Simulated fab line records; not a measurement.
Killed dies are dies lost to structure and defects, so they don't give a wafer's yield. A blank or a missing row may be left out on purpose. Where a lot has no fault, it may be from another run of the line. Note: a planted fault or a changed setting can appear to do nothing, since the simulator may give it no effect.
fab line records -- flow sky130
[record] lots = 24, wafers = 72, last_day = 50
route steps=708 shown NWELL@78 CONTACT@431 VIA1@471 METAL4@598 PAD_OPEN@707
lots untouched by any fault: they come from a run of this same line in which no faults occurred
start_h: hours from the record's first day to the start of the lot's first wafer shown -- wait_h: how many hours have passed since the lot's step before this one -- " identical to the entry in the row above -- L1.1+2: one row covering several wafers at once -- - no value, or no start was given -- * or withheld: withheld -- < > ~ a bound
route shown NAME@n: NAME is a module with steps in the file, n the number in the route of the first one -- usual: mean/standard deviation taken from wafers without a fault -- same: alike in all rows -- chamber/n: place in a boat -- sites: readings site by site -- _std_site: the values' standard deviation -- _edge_site: mean of outer sites minus mean of inner sites -- radius_mm: for every site, how far away it sits from the centre of the wafer -- mask NAME#n: copy n -- behind: the tool/chamber that last shaped the wafer -- hold: cause of the lot's hold/its duration in hours/its outcome -- device: names the non-switching transistor (n, p or np) -- end of line: tests of these same wafers at the route's end -- a step without rows: its recipe alone -- killed: not the wafer's yield, but the dies lost to structure and defects at the first sort -- map: shows each die of a wafer: x if killed, . if not, _ if none is there
set.NAME: the setting as run; set.NAME@STEP: as run at that earlier step -- model.NAME: the simulator's own value behind a step, which no gauge read
route steps across a sampled set of lots; one table per step, one row per wafer
services: the hour from which a tool's chamber was out of use, counted from the record's first day as start_h (under 0 if before that day), plus the number of hours and why
[[steps]]
[step SKY_NWELL_STRIP_25]
[recipe] chemistry = O2/N2, power_w = 1400, pressure_mtorr = 1500, platen_temp_c = withheld, o2_flow_sccm = 3000, n2_flow_sccm = 300, overash_fraction = 0.5
[usual] drypump_motor_current_A = 5.7/0.41, oes_product_au = 0.723/0.0042, strip_time_to_endpoint_s = 36.93/0.1
lot.wafer,tool,chamber,start_h,wait_h,drypump_motor_current_A,oes_product_au,rf_hours_counter_h,strip_time_to_endpoint_s
L074.1,plasma_asher-01,1,104.30,0.1,5.5,0.726,44,37.14
L074.3,plasma_asher-01,1,104.30,0.1,5.4,0.727,-,37.05
L074.5,plasma_asher-01,0,104.30,0.1,4.9,0.725,-,37.07
L075.2,plasma_asher-04,0,111.86,0.1,6.0,0.716,41,36.93
L075.3,plasma_asher-04,1,111.86,0.1,5.5,0.717,-,36.89
L075.6,plasma_asher-04,0,111.86,0.1,6.0,0.718,-,36.93
L076.1,plasma_asher-03,1,115.11,0.1,6.3,0.720,30,37.05
L076.2,plasma_asher-03,0,115.11,0.1,6.1,0.712,30,37.10
L076.6,plasma_asher-03,0,115.11,0.1,6.1,0.730,-,36.98
L077.1,plasma_asher-04,1,120.00,0.1,5.6,0.724,42,36.83
L077.2,plasma_asher-04,0,120.00,0.1,6.0,0.719,42,36.87
L077.5,plasma_asher-04,1,120.00,0.1,5.5,0.720,-,36.78
L078.1,plasma_asher-04,1,129.45,0.1,5.6,0.718,43,36.97
L078.2,plasma_asher-04,0,129.45,0.1,6.0,0.723,43,37.01
L078.3,plasma_asher-04,1,129.45,0.1,5.6,0.727,-,37.05
L079.1,plasma_asher-04,0,145.75,0.1,6.0,0.720,45,36.88
L079.2,plasma_asher-04,1,145.75,0.1,5.6,0.720,45,36.87
L079.6,plasma_asher-04,1,145.75,0.1,5.6,0.726,-,36.90
L081.3,plasma_asher-03,1,149.29,0.1,6.3,0.718,-,37.00
L081.4,plasma_asher-03,0,149.29,0.1,6.2,0.732,-,37.03
L081.6,plasma_asher-03,1,149.29,0.1,6.3,0.719,-,37.12
L080.3,plasma_asher-04,0,149.64,0.1,6.0,0.726,-,36.91
L080.4,plasma_asher-04,1,149.64,0.1,5.6,0.728,-,36.79
L080.5,plasma_asher-04,0,149.64,0.1,5.9,0.726,-,36.81
L082.1,plasma_asher-04,1,152.15,0.1,5.5,0.721,45,36.85
L082.2,plasma_asher-04,0,152.15,0.1,6.0,0.719,45,36.93
L082.3,plasma_asher-04,1,152.15,0.1,5.5,0.726,-,36.81
L083.1,plasma_asher-04,0,157.66,0.1,6.0,0.721,46,37.09
L083.3,plasma_asher-04,1,157.66,0.1,5.6,0.723,-,37.08
L083.6,plasma_asher-04,1,157.66,0.1,5.6,0.729,-,37.00
L084.2,plasma_asher-01,0,165.25,0.1,4.9,0.721,3,36.97
L084.5,plasma_asher-01,0,165.25,0.1,4.9,0.720,-,36.95
L084.6,plasma_asher-01,1,165.25,0.1,5.4,0.719,-,37.03
L085.1,plasma_asher-03,1,177.90,0.1,6.3,0.728,37,36.98
L085.5,plasma_asher-03,1,177.90,0.1,6.3,0.722,-,36.91
L085.6,plasma_asher-03,0,177.90,0.1,6.2,0.725,-,36.94
L087.1,plasma_asher-04,1,187.65,0.1,5.6,0.716,49,36.90
L087.3,plasma_asher-04,0,187.65,0.1,6.0,0.730,-,36.90
L087.4,plasma_asher-04,1,187.65,0.1,5.6,0.733,-,36.88
L086.2,plasma_asher-01,0,188.00,0.1,4.9,0.724,5,37.01
L086.4,plasma_asher-01,1,188.00,0.1,5.4,0.727,-,36.92
L086.5,plasma_asher-01,1,188.00,0.1,5.4,0.720,-,37.07
L088.2,plasma_asher-04,0,194.75,0.1,6.0,0.727,50,36.81
L088.3,plasma_asher-04,0,194.75,0.1,6.0,0.723,-,37.00
L088.6,plasma_asher-04,0,194.75,0.1,6.0,0.721,-,36.77
L089.1,plasma_asher-04,1,201.75,0.1,5.6,0.719,50,36.95
L089.2,plasma_asher-04,0,201.75,0.1,6.0,0.719,50,37.00
L089.5,plasma_asher-04,0,201.75,0.1,6.0,0.721,-,36.97
L090.2,plasma_asher-03,1,205.26,0.1,6.3,0.716,39,36.76
L090.3,plasma_asher-03,0,205.26,0.1,6.1,0.726,-,36.90
L090.4,plasma_asher-03,1,205.26,0.1,6.3,0.723,-,36.82
L091.1,plasma_asher-03,0,209.30,0.1,6.1,0.719,40,36.95
L091.2,plasma_asher-03,1,209.30,0.1,6.3,0.723,40,36.84
L091.5,plasma_asher-03,1,209.30,0.1,6.3,0.724,-,36.94
L093.3,plasma_asher-01,0,218.84,0.1,4.9,0.726,-,36.92
L093.5,plasma_asher-01,1,218.84,0.1,5.4,0.719,-,36.89
L093.6,plasma_asher-01,0,218.84,0.1,4.9,0.718,-,36.82
L092.1,plasma_asher-04,0,220.85,0.1,6.0,0.723,52,36.88
L092.4,plasma_asher-04,1,220.85,0.1,5.5,0.727,-,36.97
L092.5,plasma_asher-04,0,220.85,0.1,6.0,0.729,-,37.07
L094.1,plasma_asher-01,0,226.40,0.1,4.9,0.720,8,36.84
L094.3,plasma_asher-01,0,226.40,0.1,5.0,0.724,-,36.79
L094.4,plasma_asher-01,1,226.40,0.1,5.4,0.724,-,36.78
L095.2,plasma_asher-01,1,233.41,0.1,5.4,0.723,9,36.85
L095.3,plasma_asher-01,1,233.41,0.1,5.4,0.723,-,36.91
L095.4,plasma_asher-01,0,233.41,0.1,4.9,0.725,-,36.91
L096.3,plasma_asher-04,1,236.59,0.1,5.5,0.720,-,36.71
L096.4,plasma_asher-04,0,236.59,0.1,6.0,0.727,-,36.77
L096.5,plasma_asher-04,1,236.59,0.1,5.5,0.720,-,36.78
L097.1,plasma_asher-04,0,242.71,0.1,6.0,0.727,54,36.89
L097.2,plasma_asher-04,1,242.71,0.1,5.5,0.722,54,36.83
L097.5,plasma_asher-04,1,242.71,0.1,5.6,0.720,-,36.71
[step SKY_CONTACT_RS_MEAS_25]
[recipe] thk_meas_gauge = four-point-probe, reads = W_of_CONTACT_CVD_24+TiN_of_CONTACT_SPUTTER_23
[usual] CONTACT_W_RS = 0.340/0.0039
lot.wafer,tool,chamber,start_h,wait_h,CONTACT_W_RS[ohm/sq]
L074.1,film_metro-04,-,737.20,0.1,0.342
L074.3,film_metro-04,-,737.20,0.1,0.341
L074.5,film_metro-04,-,737.20,0.1,0.341
L075.2,film_metro-04,-,742.37,0.1,0.342
L075.3,film_metro-04,-,742.37,0.1,0.341
L075.6,film_metro-04,-,742.37,0.1,0.343
L077.1,film_metro-01,-,758.06,0.1,0.344
L077.2,film_metro-01,-,758.06,0.1,0.349
L077.5,film_metro-01,-,758.06,0.1,0.341
L076.1,film_metro-04,-,758.43,0.1,0.339
L076.2,film_metro-04,-,758.43,0.1,0.343
L076.6,film_metro-04,-,758.43,0.1,0.337
L078.1,film_metro-01,-,776.31,0.2,0.343
L078.2,film_metro-01,-,776.31,0.2,0.340
L078.3,film_metro-01,-,776.31,0.2,0.341
L079.1,film_metro-01,-,794.41,0.2,0.340
L079.2,film_metro-01,-,794.41,0.2,0.343
L079.6,film_metro-01,-,794.41,0.2,0.343
L080.3,film_metro-02,-,797.06,0.1,0.341
L080.4,film_metro-02,-,797.06,0.1,0.337
L080.5,film_metro-02,-,797.06,0.1,0.338
L081.3,film_metro-01,-,797.71,0.1,0.343
L081.4,film_metro-01,-,797.71,0.1,0.338
L081.6,film_metro-01,-,797.71,0.1,0.342
L082.1,film_metro-04,-,807.41,0.1,0.336
L082.2,film_metro-04,-,807.41,0.1,0.335
L082.3,film_metro-04,-,807.41,0.1,0.342
L083.1,film_metro-01,-,813.04,0.1,0.338
L083.3,film_metro-01,-,813.04,0.1,0.341
L083.6,film_metro-01,-,813.04,0.1,0.341
L084.2,film_metro-01,-,817.99,0.1,0.339
L084.5,film_metro-01,-,817.99,0.1,0.343
L084.6,film_metro-01,-,817.99,0.1,0.335
L085.1,film_metro-04,-,834.40,0.1,0.333
L085.5,film_metro-04,-,834.40,0.1,0.330
L085.6,film_metro-04,-,834.40,0.1,0.335
L087.1,film_metro-02,-,849.48,0.1,0.342
L087.3,film_metro-02,-,849.48,0.1,0.337
L087.4,film_metro-02,-,849.48,0.1,0.342
L086.2,film_metro-04,-,851.54,0.1,0.333
L086.4,film_metro-04,-,851.54,0.1,0.340
L086.5,film_metro-04,-,851.54,0.1,0.342
L088.2,film_metro-04,-,856.23,0.1,0.346
L088.3,film_metro-04,-,856.23,0.1,0.341
L088.6,film_metro-04,-,856.23,0.1,0.345
L090.2,film_metro-02,-,874.71,0.1,0.336
L090.3,film_metro-02,-,874.71,0.1,0.341
L090.4,film_metro-02,-,874.71,0.1,0.336
L089.1,film_metro-02,-,875.60,0.1,0.345
L089.2,film_metro-02,-,875.60,0.1,0.337
L089.5,film_metro-02,-,875.60,0.1,0.342
L091.1,film_metro-02,-,877.65,0.1,0.331
L091.2,film_metro-02,-,877.65,0.1,0.339
L091.5,film_metro-02,-,877.65,0.1,0.333
L093.3,film_metro-04,-,881.32,0.1,0.339
L093.5,film_metro-04,-,881.32,0.1,0.342
L093.6,film_metro-04,-,881.32,0.1,0.340
L092.1,film_metro-02,-,882.17,0.1,0.340
L092.4,film_metro-02,-,882.17,0.1,0.343
L092.5,film_metro-02,-,882.17,0.1,0.343
L094.1,film_metro-04,-,885.48,0.1,0.339
L094.3,film_metro-04,-,885.48,0.1,0.333
L094.4,film_metro-04,-,885.48,0.1,0.339
L096.3,film_metro-04,-,904.14,0.1,0.346
L096.4,film_metro-04,-,904.14,0.1,0.338
L096.5,film_metro-04,-,904.14,0.1,0.338
L095.2,film_metro-02,-,904.45,0.1,0.341
L095.3,film_metro-02,-,904.45,0.1,0.345
L095.4,film_metro-02,-,904.45,0.1,0.339
L097.1,film_metro-02,-,908.69,0.1,0.348
L097.2,film_metro-02,-,908.69,0.1,0.340
L097.5,film_metro-02,-,908.69,0.1,0.346
[step SKY_VIA1_OVL_MEAS_13]
[usual] VIA1_OVL = 4/5.5
lot.wafer,tool,chamber,start_h,wait_h,VIA1_OVL[nm]
L074.1,overlay-02,-,792.43,0.1,9
L074.3,overlay-02,-,792.43,0.1,2
L074.5,overlay-02,-,792.43,0.1,5
L075.2,overlay-02,-,797.68,0.1,9
L075.3,overlay-02,-,797.68,0.1,1
L075.6,overlay-02,-,797.68,0.1,4
L077.1,overlay-01,-,813.79,0.1,13
L077.2,overlay-01,-,813.79,0.1,-2
L077.5,overlay-01,-,813.79,0.1,11
L076.1,overlay-02,-,814.14,0.1,1
L076.2,overlay-02,-,814.14,0.1,5
L076.6,overlay-02,-,814.14,0.1,-9
L078.1,overlay-01,-,831.59,0.1,5
L078.2,overlay-01,-,831.59,0.1,10
L078.3,overlay-01,-,831.59,0.1,3
L079.1,overlay-02,-,850.74,0.1,-4
L079.2,overlay-02,-,850.74,0.1,3
L079.6,overlay-02,-,850.74,0.1,2
L080.3,overlay-01,-,851.70,0.1,6
L080.4,overlay-01,-,851.70,0.1,8
L080.5,overlay-01,-,851.70,0.1,1
L081.3,overlay-02,-,851.84,0.1,7
L081.4,overlay-02,-,851.84,0.1,2
L081.6,overlay-02,-,851.84,0.1,3
L082.1,overlay-01,-,858.24,0.1,7
L082.2,overlay-01,-,858.24,0.1,-2
L082.3,overlay-01,-,858.24,0.1,-2
L083.1,overlay-02,-,874.28,0.1,10
L083.3,overlay-02,-,874.28,0.1,15
L083.6,overlay-02,-,874.28,0.1,1
L084.2,overlay-02,-,876.89,0.1,9
L084.5,overlay-02,-,876.89,0.1,8
L084.6,overlay-02,-,876.89,0.1,6
L085.1,overlay-01,-,884.04,0.1,-2
L085.5,overlay-01,-,884.04,0.1,4
L085.6,overlay-01,-,884.04,0.1,12
L087.1,overlay-02,-,902.99,0.1,15
L087.3,overlay-02,-,902.99,0.1,15
L087.4,overlay-02,-,902.99,0.1,7
L086.2,overlay-01,-,905.28,0.1,5
L086.4,overlay-01,-,905.28,0.1,4
L086.5,overlay-01,-,905.28,0.1,10
L088.2,overlay-01,-,909.20,0.1,14
L088.3,overlay-01,-,909.20,0.1,15
L088.6,overlay-01,-,909.20,0.1,15
L090.2,overlay-02,-,927.34,0.1,1
L090.3,overlay-02,-,927.34,0.1,1
L090.4,overlay-02,-,927.34,0.1,2
L089.1,overlay-01,-,928.11,0.1,3
L089.2,overlay-01,-,928.11,0.1,-4
L089.5,overlay-01,-,928.11,0.1,0
L091.1,overlay-01,-,930.13,0.1,1
L091.2,overlay-01,-,930.13,0.1,4
L091.5,overlay-01,-,930.13,0.1,10
L093.3,overlay-01,-,934.30,0.1,0
L093.5,overlay-01,-,934.30,0.1,-2
L093.6,overlay-01,-,934.30,0.1,-1
L092.1,overlay-02,-,934.77,0.1,2
L092.4,overlay-02,-,934.77,0.1,0
L092.5,overlay-02,-,934.77,0.1,10
L094.1,overlay-01,-,939.48,0.1,9
L094.3,overlay-01,-,939.48,0.1,2
L094.4,overlay-01,-,939.48,0.1,-1
L096.3,overlay-02,-,954.64,0.1,0
L096.4,overlay-02,-,954.64,0.1,0
L096.5,overlay-02,-,954.64,0.1,-6
L095.2,overlay-02,-,955.19,0.1,3
L095.3,overlay-02,-,955.19,0.1,9
L095.4,overlay-02,-,955.19,0.1,3
L097.1,overlay-01,-,960.79,0.1,-2
L097.2,overlay-01,-,960.79,0.1,-1
L097.5,overlay-01,-,960.79,0.1,-4
[step SKY_METAL4_SPUTTER_00]
[recipe] material = Ti, target_thk_nm = 15, power_w = 3000, time_s = 10, chamber_pressure_pa = 0.4
[usual] throttle_valve_pct = 29.7/1.2
lot.wafer,tool,chamber,start_h,wait_h,throttle_valve_pct
L074.1,pvd_sputter-01,-,931.82,0.1,31.5
L074.3,pvd_sputter-01,-,931.82,0.1,29.0
L074.5,pvd_sputter-01,-,931.82,0.1,31.4
L075.2,pvd_sputter-04,-,934.52,0.2,28.6
L075.3,pvd_sputter-04,-,934.52,0.2,31.5
L075.6,pvd_sputter-04,-,934.52,0.2,28.3
L077.1,pvd_sputter-01,-,955.25,0.2,31.2
L077.2,pvd_sputter-01,-,955.25,0.2,28.4
L077.5,pvd_sputter-01,-,955.25,0.2,31.2
L076.1,pvd_sputter-03,-,955.55,0.1,28.5
L076.2,pvd_sputter-03,-,955.55,0.1,30.2
L076.6,pvd_sputter-03,-,955.55,0.1,30.0
L078.1,pvd_sputter-03,-,965.01,0.1,30.3
L078.2,pvd_sputter-03,-,965.01,0.1,28.0
L078.3,pvd_sputter-03,-,965.01,0.1,29.7
L079.1,pvd_sputter-03,-,983.95,0.2,28.4
L079.2,pvd_sputter-03,-,983.95,0.2,29.5
L079.6,pvd_sputter-03,-,983.95,0.2,30.4
L080.3,pvd_sputter-01,-,984.80,0.1,28.7
L080.4,pvd_sputter-01,-,984.80,0.1,31.4
L080.5,pvd_sputter-01,-,984.80,0.1,29.1
L081.3,pvd_sputter-04,-,985.32,0.1,29.0
L081.4,pvd_sputter-04,-,985.32,0.1,31.2
L081.6,pvd_sputter-04,-,985.32,0.1,30.5
L082.1,pvd_sputter-04,-,993.13,0.2,28.6
L082.2,pvd_sputter-04,-,993.13,0.2,31.5
L082.3,pvd_sputter-04,-,993.13,0.2,29.0
L083.1,pvd_sputter-01,-,1004.54,0.2,31.3
L083.3,pvd_sputter-01,-,1004.54,0.2,28.6
L083.6,pvd_sputter-01,-,1004.54,0.2,28.8
L084.2,pvd_sputter-01,-,1008.54,0.1,31.1
L084.5,pvd_sputter-01,-,1008.54,0.1,31.2
L084.6,pvd_sputter-01,-,1008.54,0.1,31.4
L085.1,pvd_sputter-04,-,1016.71,0.2,29.1
L085.5,pvd_sputter-04,-,1016.71,0.2,31.4
L085.6,pvd_sputter-04,-,1016.71,0.2,28.1
L087.1,pvd_sputter-03,-,1031.47,0.1,28.8
L087.3,pvd_sputter-03,-,1031.47,0.1,29.7
L087.4,pvd_sputter-03,-,1031.47,0.1,29.6
L086.2,pvd_sputter-04,-,1033.40,0.2,30.6
L086.4,pvd_sputter-04,-,1033.40,0.2,31.3
L086.5,pvd_sputter-04,-,1033.40,0.2,31.1
L088.2,pvd_sputter-01,-,1036.04,0.2,28.5
L088.3,pvd_sputter-01,-,1036.04,0.2,31.3
L088.6,pvd_sputter-01,-,1036.04,0.2,31.3
L090.2,pvd_sputter-03,-,1053.47,0.1,28.5
L090.3,pvd_sputter-03,-,1053.47,0.1,27.9
L090.4,pvd_sputter-03,-,1053.47,0.1,29.6
L089.1,pvd_sputter-03,-,1054.62,0.1,28.7
L089.2,pvd_sputter-03,-,1054.62,0.1,28.1
L089.5,pvd_sputter-03,-,1054.62,0.1,29.8
L091.1,pvd_sputter-01,-,1055.18,0.2,31.4
L091.2,pvd_sputter-01,-,1055.18,0.2,29.4
L091.5,pvd_sputter-01,-,1055.18,0.2,31.4
L093.3,pvd_sputter-04,-,1059.68,0.2,28.9
L093.5,pvd_sputter-04,-,1059.68,0.2,31.5
L093.6,pvd_sputter-04,-,1059.68,0.2,30.4
L092.1,pvd_sputter-01,-,1060.28,0.1,28.8
L092.4,pvd_sputter-01,-,1060.28,0.1,31.2
L092.5,pvd_sputter-01,-,1060.28,0.1,31.3
L094.1,pvd_sputter-01,-,1063.24,0.1,29.1
L094.3,pvd_sputter-01,-,1063.24,0.1,31.3
L094.4,pvd_sputter-01,-,1063.24,0.1,28.5
L096.3,pvd_sputter-03,-,1077.44,0.2,30.0
L096.4,pvd_sputter-03,-,1077.44,0.2,28.6
L096.5,pvd_sputter-03,-,1077.44,0.2,29.9
L095.2,pvd_sputter-04,-,1077.52,0.2,30.6
L095.3,pvd_sputter-04,-,1077.52,0.2,28.8
L095.4,pvd_sputter-04,-,1077.52,0.2,31.4
L097.1,pvd_sputter-03,-,1081.79,0.1,30.0
L097.2,pvd_sputter-03,-,1081.79,0.1,29.7
L097.5,pvd_sputter-03,-,1081.79,0.1,28.4
[step SKY_METAL4_OVL_MEAS_14]
[usual] METAL4_OVL = 1/6.7
lot.wafer,tool,chamber,start_h,wait_h,METAL4_OVL[nm]
L074.1,overlay-01,-,980.59,0.1,11
L074.3,overlay-01,-,980.59,0.1,13
L074.5,overlay-01,-,980.59,0.1,17
L075.2,overlay-02,-,984.25,0.1,1
L075.3,overlay-02,-,984.25,0.1,-9
L075.6,overlay-02,-,984.25,0.1,6
L077.1,overlay-01,-,1002.77,0.1,-2
L077.2,overlay-01,-,1002.77,0.1,-6
L077.5,overlay-01,-,1002.77,0.1,-2
L076.1,overlay-01,-,1003.74,0.1,-4
L076.2,overlay-01,-,1003.74,0.1,-3
L076.6,overlay-01,-,1003.74,0.1,1
L078.1,overlay-01,-,1012.04,0.1,6
L078.2,overlay-01,-,1012.04,0.1,10
L078.3,overlay-01,-,1012.04,0.1,12
L080.3,overlay-01,-,1031.20,0.1,-5
L080.4,overlay-01,-,1031.20,0.1,11
L080.5,overlay-01,-,1031.20,0.1,0
L079.1,overlay-01,-,1031.52,0.1,-2
L079.2,overlay-01,-,1031.52,0.1,1
L079.6,overlay-01,-,1031.52,0.1,0
L081.3,overlay-01,-,1031.96,0.1,-4
L081.4,overlay-01,-,1031.96,0.1,-5
L081.6,overlay-01,-,1031.96,0.1,-7
L082.1,overlay-02,-,1038.62,0.1,2
L082.2,overlay-02,-,1038.62,0.1,-1
L082.3,overlay-02,-,1038.62,0.1,13
L083.1,overlay-01,-,1050.09,0.1,0
L083.3,overlay-01,-,1050.09,0.1,-4
L083.6,overlay-01,-,1050.09,0.1,-5
L084.2,overlay-02,-,1053.98,0.1,14
L084.5,overlay-02,-,1053.98,0.1,7
L084.6,overlay-02,-,1053.98,0.1,15
L085.1,overlay-02,-,1061.49,0.1,-9
L085.5,overlay-02,-,1061.49,0.1,-5
L085.6,overlay-02,-,1061.49,0.1,-13
L087.1,overlay-01,-,1074.89,0.1,2
L087.3,overlay-01,-,1074.89,0.1,-9
L087.4,overlay-01,-,1074.89,0.1,-2
L086.2,overlay-02,-,1077.75,0.1,-15
L086.4,overlay-02,-,1077.75,0.1,-12
L086.5,overlay-02,-,1077.75,0.1,-6
L088.2,overlay-02,-,1079.72,0.1,6
L088.3,overlay-02,-,1079.72,0.1,-5
L088.6,overlay-02,-,1079.72,0.1,12
L090.2,overlay-01,-,1096.85,0.1,4
L090.3,overlay-01,-,1096.85,0.1,11
L090.4,overlay-01,-,1096.85,0.1,10
L089.1,overlay-02,-,1098.14,0.1,2
L089.2,overlay-02,-,1098.14,0.1,-4
L089.5,overlay-02,-,1098.14,0.1,11
L091.1,overlay-02,-,1098.49,0.1,1
L091.2,overlay-02,-,1098.49,0.1,9
L091.5,overlay-02,-,1098.49,0.1,1
L093.3,overlay-01,-,1103.13,0.1,-7
L093.5,overlay-01,-,1103.13,0.1,-2
L093.6,overlay-01,-,1103.13,0.1,10
L092.1,overlay-02,-,1103.79,0.1,2
L092.4,overlay-02,-,1103.79,0.1,11
L092.5,overlay-02,-,1103.79,0.1,2
L094.1,overlay-01,-,1105.79,0.1,1
L094.3,overlay-01,-,1105.79,0.1,-5
L094.4,overlay-01,-,1105.79,0.1,-1
L096.3,overlay-02,-,1118.99,0.1,4
L096.4,overlay-02,-,1118.99,0.1,7
L096.5,overlay-02,-,1118.99,0.1,2
L095.2,overlay-01,-,1119.85,0.1,-6
L095.3,overlay-01,-,1119.85,0.1,6
L095.4,overlay-01,-,1119.85,0.1,-8
L097.1,overlay-02,-,1123.27,0.1,4
L097.2,overlay-02,-,1123.27,0.1,-6
L097.5,overlay-02,-,1123.27,0.1,9
[step SKY_PAD_OPEN_BOW_MEAS_13]
[recipe] mode = bow
[usual] PAD_OPEN_BOW = 47/9
lot.wafer,tool,chamber,start_h,wait_h,PAD_OPEN_BOW[um]
L074.1,film_metro-02,-,1076.03,-,48
L074.3,film_metro-02,-,1076.03,-,48
L074.5,film_metro-02,-,1076.03,-,52
L075.2,film_metro-02,-,1078.89,-,53
L075.3,film_metro-02,-,1078.89,-,48
L075.6,film_metro-02,-,1078.89,-,56
L077.1,film_metro-02,-,1094.21,-,30
L077.2,film_metro-02,-,1094.21,-,40
L077.5,film_metro-02,-,1094.21,-,44
L076.1,film_metro-04,-,1097.03,-,51
L076.2,film_metro-04,-,1097.03,-,37
L076.6,film_metro-04,-,1097.03,-,40
L078.1,film_metro-04,-,1104.55,-,49
L078.2,film_metro-04,-,1104.55,-,55
L078.3,film_metro-04,-,1104.55,-,51
L079.1,film_metro-02,-,1122.27,-,48
L079.2,film_metro-02,-,1122.27,-,54
L079.6,film_metro-02,-,1122.27,-,53
L080.3,film_metro-03,-,1122.29,-,30
L080.4,film_metro-03,-,1122.29,-,56
L080.5,film_metro-03,-,1122.29,-,59
L081.3,film_metro-02,-,1123.79,-,57
L081.4,film_metro-02,-,1123.79,-,44
L081.6,film_metro-02,-,1123.79,-,45
L082.1,film_metro-03,-,1129.52,-,38
L082.2,film_metro-03,-,1129.52,-,33
L082.3,film_metro-03,-,1129.52,-,44
L083.1,film_metro-02,-,1136.41,-,46
L083.3,film_metro-02,-,1136.41,-,50
L083.6,film_metro-02,-,1136.41,-,44
L084.2,film_metro-02,-,1142.14,-,43
L084.5,film_metro-02,-,1142.14,-,41
L084.6,film_metro-02,-,1142.14,-,45
L085.1,film_metro-02,-,1147.88,-,53
L085.5,film_metro-02,-,1147.88,-,60
L085.6,film_metro-02,-,1147.88,-,61
L087.1,film_metro-02,-,1159.12,-,25
L087.3,film_metro-02,-,1159.12,-,39
L087.4,film_metro-02,-,1159.12,-,30
L086.2,film_metro-02,-,1163.36,-,42
L086.4,film_metro-02,-,1163.36,-,43
L086.5,film_metro-02,-,1163.36,-,34
L088.2,film_metro-04,-,1164.66,-,46
L088.3,film_metro-04,-,1164.66,-,41
L088.6,film_metro-04,-,1164.66,-,50
L090.2,film_metro-02,-,1178.13,-,32
L090.3,film_metro-02,-,1178.13,-,42
L090.4,film_metro-02,-,1178.13,-,48
L089.1,film_metro-04,-,1178.76,-,51
L089.2,film_metro-04,-,1178.76,-,65
L089.5,film_metro-04,-,1178.76,-,52
L091.1,film_metro-02,-,1179.61,-,42
L091.2,film_metro-02,-,1179.61,-,55
L091.5,film_metro-02,-,1179.61,-,51
L093.3,film_metro-02,-,1183.47,-,74
L093.5,film_metro-02,-,1183.47,-,61
L093.6,film_metro-02,-,1183.47,-,53
L092.1,film_metro-02,-,1185.99,-,42
L092.4,film_metro-02,-,1185.99,-,54
L092.5,film_metro-02,-,1185.99,-,47
L094.1,film_metro-03,-,1186.39,-,65
L094.3,film_metro-03,-,1186.39,-,55
L094.4,film_metro-03,-,1186.39,-,59
L096.3,film_metro-03,-,1195.59,-,50
L096.4,film_metro-03,-,1195.59,-,51
L096.5,film_metro-03,-,1195.59,-,43
L095.2,film_metro-02,-,1196.52,-,43
L095.3,film_metro-02,-,1196.52,-,53
L095.4,film_metro-02,-,1196.52,-,52
L097.1,film_metro-04,-,1199.98,-,42
L097.2,film_metro-04,-,1199.98,-,46
L097.5,film_metro-04,-,1199.98,-,46
[[services]]
tool,chamber,start_h,hours,kind
pvd_sputter-03,-,115.50,1.3,repair
pvd_sputter-01,-,126.56,2.8,repair
pvd_sputter-01,-,131.83,2.7,repair
pvd_sputter-03,-,195.86,2.7,repair
pvd_sputter-03,-,217.91,8.4,repair
plasma_asher-04,-,221.36,5.4,repair
plasma_asher-04,-,244.13,2.8,pm
plasma_asher-04,-,246.92,1.7,repair
plasma_asher-04,-,255.54,11.1,repair
plasma_asher-04,-,292.17,8.3,repair
pvd_sputter-03,-,309.92,5.1,repair
plasma_asher-04,-,340.08,15.6,pm
plasma_asher-04,-,360.80,8.6,repair
pvd_sputter-01,-,416.44,0.9,repair
plasma_asher-04,-,476.09,2.2,repair
pvd_sputter-01,-,553.19,0.8,repair
plasma_asher-04,-,731.40,12.5,pm
plasma_asher-04,-,743.87,9.0,pm
pvd_sputter-01,-,772.95,3.6,repair
pvd_sputter-01,-,807.42,6.8,repair
pvd_sputter-01,-,878.72,3.2,repair
pvd_sputter-01,-,916.74,4.8,repair
plasma_asher-04,-,940.69,14.6,pm
pvd_sputter-01,-,1066.42,2.5,repair
[[key]]
fault none
